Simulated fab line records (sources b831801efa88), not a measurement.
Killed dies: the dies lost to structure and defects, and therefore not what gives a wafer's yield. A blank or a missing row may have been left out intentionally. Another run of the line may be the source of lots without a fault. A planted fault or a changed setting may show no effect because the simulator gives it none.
Chamber matching :: flow sky130 :: SKY_PASSIVATION_CVD_02 on pecvd-04 has 3 sister chambers
The step deposits Si3N4, target thk 540 nm. 3 wafers are shown with their chamber, then 12 later ones without.

## WAFERS, EACH WITH ITS CHAMBER
wafer: L088.3
chamber: 1
heater_power_w (W): 902

wafer: L090.1
chamber: 2
heater_power_w (W): 591

wafer: L090.6
chamber: 0
heater_power_w (W): 969

## WAFERS WHOSE CHAMBER IS MISSING
wafer: L091.1
heater_power_w (W): 612

wafer: L091.2
heater_power_w (W): 919

wafer: L091.3
heater_power_w (W): 943

wafer: L091.4
heater_power_w (W): 944

wafer: L091.5
heater_power_w (W): 973

wafer: L091.6
heater_power_w (W): 642

wafer: L092.1
heater_power_w (W): 823

wafer: L092.2
heater_power_w (W): 616

wafer: L092.3
heater_power_w (W): 943

wafer: L092.4
heater_power_w (W): 770

wafer: L092.5
heater_power_w (W): 643

wafer: L092.6
heater_power_w (W): 882

## CHAMBER TAKEN BY EACH
wafer: L091.1
from the rows above: 2
in truth: 2

wafer: L091.2
from the rows above: can't be placed: 1 or 0
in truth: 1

wafer: L091.3
from the rows above: can't be placed: 0 or 1
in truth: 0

wafer: L091.4
from the rows above: can't be placed: 0 or 1
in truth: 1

wafer: L091.5
from the rows above: can't be placed: 0 or 1
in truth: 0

wafer: L091.6
from the rows above: 2
in truth: 2

wafer: L092.1
from the rows above: can't be placed: 1 or 0
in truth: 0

wafer: L092.2
from the rows above: 2
in truth: 2

wafer: L092.3
from the rows above: can't be placed: 0 or 1
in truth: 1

wafer: L092.4
from the rows above: can't be placed: 1 or 2 or 0
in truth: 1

wafer: L092.5
from the rows above: 2
in truth: 2

wafer: L092.6
from the rows above: can't be placed: 1 or 0
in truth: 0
4 of 12 placed correctly. From these rows, 8 cannot be placed; in 8 the true chamber is one of the candidates. Number placed wrongly: 0.
How it was worked out, from the rows above alone: a wafer's distance from a chamber is the root of the sum, over the readings, of the square of ((its reading less the chamber's mean) divided by the reading's scatter). If the next closest chamber is less than 2 further off than the closest, the wafer can't be placed; otherwise it belongs to the closest. Each chamber's mean is taken over the wafers shown for it. The scatter: root of mean squared gap, hidden wafer to nearest shown wafer, with one shown wafer a chamber.
